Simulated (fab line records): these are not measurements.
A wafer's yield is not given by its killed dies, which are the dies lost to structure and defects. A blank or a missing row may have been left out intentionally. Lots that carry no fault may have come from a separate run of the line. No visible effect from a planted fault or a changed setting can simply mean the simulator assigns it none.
The tool behind it: which one? ; flow sky130 ; 13 lots with 39 wafers sampled at 5 steps, on a route of 708 steps

WHAT THE GAUGES SHOWED, per wafer
SKY_FIELD_ISO_THK_MEAS_04.
lot;measured;on;FIELD_ISO_CVD_03_THK (nm)
L771;day 1 13:40;filmMetro-01;162.8 164.9 165.4
L774;day 2 08:15;filmMetro-02;165.0 166.3 165.0
L777;day 3 01:41;filmMetro-04;164.6 163.9 165.2
L775;day 3 01:41;filmMetro-02;163.2 162.1 162.7
L776;day 3 01:43;filmMetro-01;166.9 166.2 166.6
L778;day 3 06:04;filmMetro-04;164.3 165.7 163.4
L780;day 3 11:27;filmMetro-02;164.2 164.9 166.2
L784;day 4 07:23;filmMetro-04;163.7 163.5 163.5
L790;day 5 12:49;filmMetro-04;165.1 163.2 164.9
L791;day 5 18:22;filmMetro-02;163.5 162.6 162.5
L792;day 6 02:29;filmMetro-04;163.7 163.4 162.6
L793;day 6 04:15;filmMetro-02;161.1 162.7 162.2
L794;day 6 11:16;filmMetro-02;164.2 164.5 164.0

SKY_FIELD_ISO_THK_MEAS_25.
lot;measured;on;FIELD_ISO_CVD_24_THK (nm)
L771;day 2 06:20;filmMetro-02;602 601 597
L774;day 3 01:11;filmMetro-01;583 597 592
L777;day 3 19:58;filmMetro-01;597 596 591
L775;day 3 19:55;filmMetro-04;591 598 598
L776;day 3 20:04;filmMetro-04;600 592 597
L778;day 4 02:48;filmMetro-04;594 596 594
L780;day 4 06:50;filmMetro-01;593 591 594
L784;day 5 02:07;filmMetro-04;585 580 585
L790;day 6 10:55;filmMetro-04;602 600 601
L791;day 6 16:21;filmMetro-04;591 586 582
L792;day 6 23:45;filmMetro-04;600 593 593
L793;day 7 01:56;filmMetro-01;605 595 600
L794;day 7 09:37;filmMetro-02;597 587 588

SKY_VT_ADJUST_LVTN_TW_MEAS_10.
lot;measured;on;VT_ADJUST_LVTN_TW
L771;day 6 17:05;filmMetro-03;245.5 245.6 244.6
L774;day 7 22:04;filmMetro-03;241.0 242.6 242.5
L777;day 8 21:58;filmMetro-03;242.5 243.3 243.1
L775;day 8 21:37;filmMetro-02;241.3 240.7 239.8
L776;day 9 00:22;filmMetro-02;241.1 241.2 240.5
L778;day 9 07:33;filmMetro-04;240.9 238.4 241.2
L780;day 9 11:22;filmMetro-02;233.6 240.4 240.8
L784;day 10 14:29;filmMetro-02;242.8 242.9 232.0
L790;day 12 06:38;filmMetro-04;238.3 239.9 238.1
L791;day 12 13:14;filmMetro-04;239.1 238.0 238.6
L792;day 13 01:19;filmMetro-03;243.2 245.5 243.8
L793;day 13 02:14;filmMetro-04;236.8 237.7 237.5
L794;day 13 09:16;filmMetro-03;243.4 244.4 243.6

WHAT TOOL EACH LOT RAN ON (gives the tool, then ch and the chambers of the sampled wafers, and finally the start)
lot;SKY_FIELD_ISO_CMP_27;SKY_VT_ADJUST_LVTN_IMPLANT_08
L771;cmp-02 ch 0,2,3, day 2 09:13;implanter-04 ch 0, day 6 16:50
L774;cmp-02 ch 0,2,3, day 3 03:44;implanter-03 ch 0, day 7 21:50
L777;cmp-01 ch 1,2,3, day 3 22:46;implanter-03 ch 0, day 8 21:43
L775;cmp-02 ch 1,2,3, day 3 21:28;implanter-03 ch 0, day 8 21:23
L776;cmp-02 ch 1,2, day 3 22:44;implanter-04 ch 0, day 9 00:10
L778;cmp-01 ch 0,2, day 4 05:02;implanter-04 ch 0, day 9 07:19
L780;cmp-02 ch 0,1, day 4 08:25;implanter-04 ch 0, day 9 11:08
L784;cmp-01 ch 2,3, day 5 03:39;implanter-04 ch 0, day 10 14:17
L790;cmp-01 ch 2,3, day 6 13:10;implanter-03 ch 0, day 12 06:23
L791;cmp-01 ch 1,2,3, day 6 18:01;implanter-03 ch 0, day 12 12:59
L792;cmp-02 ch 0,2,3, day 7 01:24;implanter-03 ch 0, day 13 01:05
L793;cmp-01 ch 0,1,3, day 7 05:34;implanter-04 ch 0, day 13 01:59
L794;cmp-01 ch 0,2,3, day 7 11:13;implanter-04 ch 0, day 13 09:02
- SKY_FIELD_ISO_CMP_27: polishes, stops on Si3N4, t overpolish 16 s, target thk 457.8 nm.
- SKY_VT_ADJUST_LVTN_IMPLANT_08

WHAT THE TOOLS THEMSELVES READ (means of the sampled wafers that have a number; where no wafer has one, the mark that the record gives instead)
SKY_FIELD_ISO_CMP_27.
lot;tool;motorCurrentA (A);overpolishRunS (s);timeToEndpointS (s)
L771;cmp-02;11.0;16.004;115
L774;cmp-02;11.4;15.991;112
L777;cmp-01;11.2;15.994;107
L775;cmp-02;10.8;16.005;113
L776;cmp-02;10.4;15.996;113
L778;cmp-01;11.3;15.999;112
L780;cmp-02;12.6;15.994;114
L784;cmp-01;10.5;16.004;110
L790;cmp-01;10.9;15.998;113
L791;cmp-01;11.5;15.997;110
L792;cmp-02;11.1;15.998;113
L793;cmp-01;12.1;15.994;114
L794;cmp-01;11.8;16.006;111

THE ANSWER, worked out from the rows above alone
Rule: the lots themselves supply what counts as usual. Put in order of their means at a reading, lots are off if they are a third of the lots or fewer, leave a main group of 4 or more, and stand apart from it by a gap of 3 or more times the standard deviation of the main group's means; of several such gaps the widest counts. Not used: any main group whose means are identical at the precision the tables above print for the reading. Also off: a lot with no number at a reading for which 4 or more lots have one. Any other lot the step has rows for is counted as sound. Order of review: gauges by route order, followed by the tools' own readings, for which a lot's mean as printed above is used. At the first step where some lot is off, the reading lying furthest off is the one used; lots without a number count as furthest.
None of the lots is off at any reading shown; this tells nothing.

WHAT HAD BEEN PUT IN BY THE SIMULATOR
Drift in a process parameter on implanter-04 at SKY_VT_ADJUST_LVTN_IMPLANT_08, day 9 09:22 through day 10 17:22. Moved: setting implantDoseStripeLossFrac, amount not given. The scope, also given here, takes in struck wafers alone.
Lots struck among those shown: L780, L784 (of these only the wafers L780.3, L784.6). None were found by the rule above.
